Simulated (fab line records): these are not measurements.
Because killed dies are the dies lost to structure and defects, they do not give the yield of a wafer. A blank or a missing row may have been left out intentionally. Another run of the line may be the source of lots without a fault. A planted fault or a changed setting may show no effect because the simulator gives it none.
Which of the tools did it? / flow sfq_line / 15 lots with 42 wafers sampled at 2 steps, on a route of 325 steps

== WHAT EACH GAUGE READ, for each wafer ==
SFQ_M4_OVL_MEAS_926. Usual: M4_OVL typically reads 1 nm, with standard deviation 5.8.
lot=L123; measured=day 34 06:31; on=overlay-02; M4_OVL (nm)=-4 3 -3; flag=
lot=L124; measured=day 34 08:55; on=overlay-02; M4_OVL (nm)=4 -3 0; flag=
lot=L125; measured=day 34 10:06; on=overlay-02; M4_OVL (nm)=-7 -12 -2; flag=
lot=L126; measured=day 34 17:06; on=overlay-02; M4_OVL (nm)=2 6 1; flag=
lot=L128; measured=day 35 02:42; on=overlay-02; M4_OVL (nm)=-2 -3; flag=
lot=L131; measured=day 35 16:55; on=overlay-01; M4_OVL (nm)=-10 -9; flag=
lot=L134; measured=day 36 14:13; on=overlay-02; M4_OVL (nm)=-1 2; flag=
lot=L136; measured=day 37 03:25; on=overlay-02; M4_OVL (nm)=5 4 6; flag=
lot=L137; measured=day 37 11:49; on=overlay-02; M4_OVL (nm)=-8 -6 -2; flag=
lot=L140; measured=day 38 01:02; on=overlay-01; M4_OVL (nm)=16 14 5; flag=
lot=L141; measured=day 38 08:13; on=overlay-01; M4_OVL (nm)=-3 2 6; flag=
lot=L142; measured=day 38 19:01; on=overlay-01; M4_OVL (nm)=4 -6 5; flag=
lot=L144; measured=day 39 04:37; on=overlay-01; M4_OVL (nm)=3 7 9; flag=
lot=L145; measured=day 39 08:14; on=overlay-02; M4_OVL (nm)=3 -1 4; flag=
lot=L146; measured=day 39 09:25; on=overlay-02; M4_OVL (nm)=0 1 1; flag=

SFQ_I4_OVL_MEAS_928. Usual: I4_OVL typically reads -4 nm, with standard deviation 5.5.
lot=L123; measured=day 39 19:35; on=overlay-01; I4_OVL (nm)=-6 -9 -11; flag=
lot=L124; measured=day 39 23:11; on=overlay-01; I4_OVL (nm)=2 -7 -8; flag=
lot=L125; measured=day 40 01:34; on=overlay-01; I4_OVL (nm)=-1 1 -1; flag=
lot=L126; measured=day 40 09:46; on=overlay-02; I4_OVL (nm)=-7 -5 -3; flag=
lot=L128; measured=day 40 22:58; on=overlay-01; I4_OVL (nm)=-10 -7; flag=
lot=L131; measured=day 41 17:05; on=overlay-02; I4_OVL (nm)=-9 -7; flag=
lot=L134; measured=day 42 14:38; on=overlay-01; I4_OVL (nm)=-1 7; flag=
lot=L136; measured=day 44 06:57; on=overlay-01; I4_OVL (nm)=-8 -4 -5; flag=
lot=L137; measured=day 44 10:33; on=overlay-01; I4_OVL (nm)=-4 -12 -3; flag=
lot=L140; measured=day 45 03:22; on=overlay-01; I4_OVL (nm)=0 -2 0; flag=
lot=L141; measured=day 45 10:33; on=overlay-01; I4_OVL (nm)=-12 -14 -15; flag=
lot=L142; measured=day 45 21:21; on=overlay-01; I4_OVL (nm)=10 3 7; flag=
lot=L144; measured=day 46 12:30; on=overlay-02; I4_OVL (nm)=-9 -12 -5; flag=
lot=L145; measured=day 46 14:55; on=overlay-02; I4_OVL (nm)=-3 -9 -5; flag=
lot=L146; measured=day 46 18:30; on=overlay-02; I4_OVL (nm)=10 0 2; flag=

== WHICH TOOL RAN EACH LOT (tool, then ch and the chambers of the sampled wafers, then the start) ==
Record: no process step prior to these readings.

== AS READ BY THE TOOLS THEMSELVES (means over the sampled wafers that have a number; for cases with no such wafer, the mark the record gives instead) ==
The record holds no such reading with a usual standard deviation.

== THE ANSWER, worked out from the rows above alone ==
Rule: a lot counts as off when the mean over its wafers that have a number is more than 3 standard deviations away from the usual mean. A lot without any number at a reading at which 4 lots or more have one is off too. Any other lot the step has rows for is counted as sound. After the gauges, taken in route order, come the tools' own readings; for these a lot's mean is taken, as printed above. The first step at which some lot is off is used, and at that step the reading that is off furthest; a lot without a number counts as furthest.
No lot is off on any of the readings shown, so nothing can be concluded from this.

== WHAT THE SIMULATOR HAD INSERTED ==
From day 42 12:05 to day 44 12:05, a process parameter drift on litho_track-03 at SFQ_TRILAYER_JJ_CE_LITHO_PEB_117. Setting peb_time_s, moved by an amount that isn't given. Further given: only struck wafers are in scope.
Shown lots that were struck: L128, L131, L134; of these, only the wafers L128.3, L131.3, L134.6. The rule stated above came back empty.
